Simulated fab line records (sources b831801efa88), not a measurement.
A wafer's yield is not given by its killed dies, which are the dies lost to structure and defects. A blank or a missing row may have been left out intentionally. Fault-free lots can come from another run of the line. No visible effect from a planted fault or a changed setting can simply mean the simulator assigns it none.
Which tool was responsible? | flow sky130 | 6 lots, 18 wafers sampled, at 2 steps of a route of 708

## WHAT EACH GAUGE READ, for each wafer
SKY_POLY_GATE_CD_MEAS_13: target cd 150 nm.
lot  | measured     | on        | cd-nm (nm)
L835 | day 16 22:25 | cd-sem-01 | 147.2 146.9 149.1
L839 | day 19 08:07 | cd-sem-02 | 151.2 150.7 151.0
L844 | day 20 12:55 | cd-sem-02 | 147.2 146.5 147.6
L849 | day 22 09:49 | cd-sem-02 | 150.5 151.2 151.0
L853 | day 23 07:50 | cd-sem-01 | 144.5 145.2 144.6
L855 | day 24 03:19 | cd-sem-01 | 151.7 150.9 151.9

## WHICH TOOL RAN EACH LOT (tool, then ch and the chambers of the sampled wafers, then the start)
lot  | SKY_POLY_GATE_DEVELOP_12
L835 | litho-track-01 ch 0, day 16 22:00
L839 | litho-track-04 ch 0, day 19 07:00
L844 | litho-track-04 ch 0, day 20 12:00
L849 | litho-track-01 ch 0, day 22 09:00
L853 | litho-track-03 ch 0, day 23 07:00
L855 | litho-track-01 ch 0, day 24 03:00
- SKY_POLY_GATE_DEVELOP_12: develop time 60 s.

## THE ANSWER, worked out from the rows above alone
Rule: what is usual is taken from the lots themselves. Put in order of their means at a reading, lots are off if they are a third of the lots or fewer, leave a main group of 4 or more, and stand apart from it by a gap of 3 or more times the standard deviation of the main group's means; of several such gaps the widest counts. A main group is skipped when, at the precision printed for the reading in the tables above, its means are all equal. Also off: a lot with no number at a reading for which 4 or more lots have one. Where the step has rows for the other lots, those lots are counted as sound.
Nothing can be told from this: no lot is off at any reading shown.

## WHAT WAS PUT IN BY THE SIMULATOR
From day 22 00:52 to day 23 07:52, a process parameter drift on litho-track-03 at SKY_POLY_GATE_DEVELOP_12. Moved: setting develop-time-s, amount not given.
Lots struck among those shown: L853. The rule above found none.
